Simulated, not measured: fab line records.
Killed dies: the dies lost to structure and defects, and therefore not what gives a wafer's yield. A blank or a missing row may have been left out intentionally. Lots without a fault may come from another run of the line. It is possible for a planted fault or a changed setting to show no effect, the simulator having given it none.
The same fault as seen by 2 desks	flow sky130	every desk sees just its own numbers, and what lay behind them comes last

## AT THE TOOL OWNER'S DESK: implanter-04
The tool's own readings at SKY_SD_P_IMPLANT_09: means of the sampled wafers that have a number, for each lot that ran on this tool. The brackets show how far a lot's mean lies from the usual mean; more than 4 standard deviations puts the lot out of limits, marked OUT.
Columns: A = doseIonsCm2 at SKY_SD_P_IMPLANT_09, usual 3.0003e+15; B = endStationPressureTorr at SKY_SD_P_IMPLANT_09, usual 1.41e-05 Torr
lot	first seen here	A	B
L808	day 25 04:07	3.0013e+15	1.45e-05
L815	day 28 05:23	3.0867e+15 (+35) OUT	1.37e-05
L818	day 29 00:07	3.0855e+15 (+34) OUT	1.43e-05
L825	day 31 19:53	2.9993e+15	1.43e-05
L828	day 33 02:59	3.0002e+15	1.36e-05
L829	day 33 22:05	2.9991e+15	1.34e-05
This desk finds L815, L818 out of limits, L815 being first, at day 28 05:23 (doseIonsCm2 at SKY_SD_P_IMPLANT_09). L808, L825, L828, L829: within limits.

## FROM THE METROLOGY DESK
Lot by lot, what the gauges showed, no matter which tool ran the lot: averages of those sampled wafers that carry a number. The brackets show how far a lot's mean lies from the usual mean; more than 4 standard deviations puts the lot out of limits, marked OUT.
Columns: A = SD_N_RS at SKY_SD_N_RS_MEAS_16, usual 68.61 ohm/sq
lot	first seen here	A
L808	day 27 15:30	68.61
L815	day 30 14:42	68.59
L818	day 31 09:33	68.61
L821	day 32 10:41	68.66
L822	day 32 18:46	68.65
L823	day 33 08:38	68.64
L824	day 33 11:20	68.64
L825	day 34 02:16	68.70
L827	day 34 05:07	68.53
L828	day 35 10:14	68.52
L831	day 35 23:01	68.38
L830	day 36 02:12	68.73
L829	day 36 03:17	68.61
This desk's finding: nothing out of limits on any of the 13 lots.

## BROUGHT TOGETHER
An alarm could have come from the tool owner's desk at day 28 05:23, on L815, L818.
From the metrology desk's view, nothing was out of limits.
The metrology desk holds a record of L815, L818, inside its limits.
Every lot named ran SKY_SD_P_IMPLANT_09 on implanter-04.

## WHAT THE SIMULATOR HAD PUT IN
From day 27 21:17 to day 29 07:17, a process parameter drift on implanter-04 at SKY_SD_P_IMPLANT_09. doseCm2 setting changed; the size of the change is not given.
Shown lots that were struck: L815, L818.
Delay in hours, fault start to first out-of-limits reading, by desk: the tool owner's desk at 8.
